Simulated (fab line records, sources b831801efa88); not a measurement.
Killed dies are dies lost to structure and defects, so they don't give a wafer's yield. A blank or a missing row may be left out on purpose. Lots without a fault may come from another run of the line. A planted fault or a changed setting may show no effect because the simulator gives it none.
Which tool did it? | flow sky130 | 14 lots, 42 wafers sampled, at 3 steps of a route of 708

WHAT THE GAUGES READ, wafer by wafer
SKY_CONTACT_THK_MEAS_03.
lot  | measured     | on            | CONTACT_HDPCVD_THK (nm)
L838 | day 31 10:49 | film_metro-01 | 564 560 574
L839 | day 31 14:19 | film_metro-01 | 558 556 564
L840 | day 31 20:19 | film_metro-01 | 578 559 568
L841 | day 32 07:40 | film_metro-01 | 561 556 571
L842 | day 32 12:28 | film_metro-03 | 564 573 560
L843 | day 32 17:07 | film_metro-03 | 558 557 569
L844 | day 32 21:36 | film_metro-02 | 558 559 563
L848 | day 34 01:47 | film_metro-01 | 578 570 574
L849 | day 34 14:56 | film_metro-01 | 559 562 570
L851 | day 35 00:07 | film_metro-01 | 575 567 574
L852 | day 35 18:23 | film_metro-03 | 569 553 563
L855 | day 36 08:37 | film_metro-01 | 569 569 575
L858 | day 37 05:39 | film_metro-03 | 573 565 566
L859 | day 37 16:35 | film_metro-03 | 578 554 573

SKY_CONTACT_BOW_MEAS_05.
lot  | measured     | on            | CONTACT_BOW (um)
L838 | day 31 11:11 | film_metro-03 | 68 79 87
L839 | day 31 14:41 | film_metro-02 | 83 83 77
L840 | day 31 20:41 | film_metro-01 | 70 80 71
L841 | day 32 08:11 | film_metro-02 | 79 80 69
L842 | day 32 12:55 | film_metro-03 | 91 85 75
L843 | day 32 17:45 | film_metro-02 | 83 83 83
L844 | day 32 21:58 | film_metro-02 | 70 79 72
L848 | day 34 02:08 | film_metro-03 | 84 89 72
L849 | day 34 15:18 | film_metro-03 | 82 85 78
L851 | day 35 00:29 | film_metro-01 | 78 71 71
L852 | day 35 18:51 | film_metro-01 | 88 87 100
L855 | day 36 08:59 | film_metro-03 | 86 78 87
L858 | day 37 06:01 | film_metro-01 | 80 96 87
L859 | day 37 16:57 | film_metro-02 | 69 79 75

WHICH TOOL RAN EACH LOT (tool, then ch and the chambers of the sampled wafers, then the start)
lot  | SKY_CONTACT_CVD_00
L838 | pecvd-01 ch 0,2, day 31 10:38
L839 | pecvd-03 ch 1,2, day 31 14:08
L840 | pecvd-01 ch 1,2, day 31 20:09
L841 | pecvd-04 ch 0,1,2, day 32 07:31
L842 | pecvd-04 ch 0,1,2, day 32 12:17
L843 | pecvd-03 ch 0,1, day 32 16:56
L844 | pecvd-01 ch 0,1,2, day 32 21:26
L848 | pecvd-04 ch 0,1,2, day 34 01:35
L849 | pecvd-03 ch 0,2, day 34 14:45
L851 | pecvd-03 ch 0,2, day 34 23:56
L852 | pecvd-01 ch 0,1, day 35 18:13
L855 | pecvd-03 ch 0,1, day 36 08:28
L858 | pecvd-03 ch 1,2, day 37 05:29
L859 | pecvd-03 ch 0,1,2, day 37 16:25
- SKY_CONTACT_CVD_00: deposits Si3N4, target thk 75 nm.

WHAT THE TOOLS THEMSELVES READ (means of the sampled wafers that have a number; where no wafer has one, the mark that the record gives instead)
SKY_CONTACT_CVD_00.
lot  | tool     | heater_power_w (W) | susceptor_temp_C (C)
L838 | pecvd-01 | 759                | 400.10
L839 | pecvd-03 | 751                | 399.96
L840 | pecvd-01 | 862                | 399.93
L841 | pecvd-04 | 720                | 400.16
L842 | pecvd-04 | 669                | 400.07
L843 | pecvd-03 | 742                | 399.85
L844 | pecvd-01 | 728                | 399.95
L848 | pecvd-04 | 698                | 400.06
L849 | pecvd-03 | 677                | 399.85
L851 | pecvd-03 | 629                | 400.08
L852 | pecvd-01 | 690                | 400.19
L855 | pecvd-03 | 723                | 399.86
L858 | pecvd-03 | 725                | 400.01
L859 | pecvd-03 | 722                | 399.95

THE ANSWER, worked out from the rows above alone
Rule: what is usual is taken from the lots themselves. Put in order of their means at a reading, lots are off if they are a third of the lots or fewer, leave a main group of 4 or more, and stand apart from it by a gap of 3 or more times the standard deviation of the main group's means; of several such gaps the widest counts. A main group whose means are all the same, to the digits that the tables above print for the reading, isn't used. A lot without any number at a reading at which 4 lots or more have one is off too. The other lots that the step has rows for count as sound. The gauges are gone through in route order, then the tools' own readings, and for those a lot's mean is taken as printed above. The first step at which some lot is off is used, and at that step the reading that is off furthest; a lot without a number counts as furthest.
No lot is off at any reading shown: from this, nothing can be told.

WHAT THE SIMULATOR HAD PUT IN
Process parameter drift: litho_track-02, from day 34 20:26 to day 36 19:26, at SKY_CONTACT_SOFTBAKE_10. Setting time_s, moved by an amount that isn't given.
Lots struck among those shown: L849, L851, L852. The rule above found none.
